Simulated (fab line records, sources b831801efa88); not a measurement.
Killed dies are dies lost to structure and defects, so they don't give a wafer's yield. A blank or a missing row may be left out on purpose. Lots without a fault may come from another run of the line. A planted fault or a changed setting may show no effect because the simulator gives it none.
Problem report in the 8D (eight disciplines) form, filled by code | flow sky130 | the parts of the form that need people (team, actions taken, sign-off) are left out

1. THE PROBLEM
dose_ions_cm2 at SKY_NWELL_IMPLANT_12 reads a mean of 1.4279e+12 on 9 wafers of 3 lots; wafers without a fault read 1.2997e+12 with a standard deviation of 1.3e+09. That is +99 standard deviations from the usual mean.
First seen on wafer L594.1, day 7 18:42, on implanter-01. The record holds 21 wafers of 7 lots with a number at this step. Rule for "out", or "out of limits": more than 4 standard deviations from the usual mean. The other wafers with a number count as sound.

2. WHAT IT IS AND WHAT IT IS NOT
question                    | is                     | is not
which readings at this step | dose_ions_cm2          | -
which lots                  | L594, L597, L598       | L586, L588, L599, L604
which wafers of those lots  | all that have a number | -
read on which tools         | implanter-01           | implanter-02, implanter-03
when                        | from day 7 18:42       | up to then (6 sound wafers); but 6 sound wafers of L599, L604 came after

3. SUSPECTS, AND WHAT RULES EACH OUT
Counting: a tool at a process step up to the reading stays a suspect if it ran every lot that is out and no sound lot after the first of them.
- implanter-01 at SKY_NWELL_IMPLANT_12: kept. It ran every lot that is out, first L594 (day 7 18:42), and no sound lot after that; its last sound lot up to then is L586 (day 5 19:56). Its own readings are out on those wafers: dose_ions_cm2.
Left after counting: implanter-01 at SKY_NWELL_IMPLANT_12.

4. THE CAUSE (what the simulator had put in)
Process parameter drift: implanter-01, from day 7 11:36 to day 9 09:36, at SKY_NWELL_IMPLANT_12. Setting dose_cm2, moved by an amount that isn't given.
Counting left only this tool.

5. THE CHAIN OF EFFECTS, in route order
Each row: a reading whose mean over the struck wafers that have a number lies more than 3 standard deviations from the usual. Only readings for which the record gives a usual standard deviation are gone through. hours: the time from each lot's start at the first step in this table that gives one to its start at this step, as a median over the lots. sigmas: the change in usual standard deviations.
hours | step                 | reading            | usual      | on struck wafers | change      | sigmas
0     | SKY_NWELL_IMPLANT_12 | dose_ions_cm2      | 1.2997e+12 | 1.4279e+12       | +1.2823e+11 | +99
0     | SKY_NWELL_IMPLANT_12 | faraday_current_uA | 7.33       | 8.03             | +0.70       | +5.0
The process steps in it:
- SKY_NWELL_IMPLANT_12

6. WHAT WOULD HAVE CAUGHT IT SOONER
In this record the first reading out of limits was taken at day 7 18:42, 7 hours after the fault began at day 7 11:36.
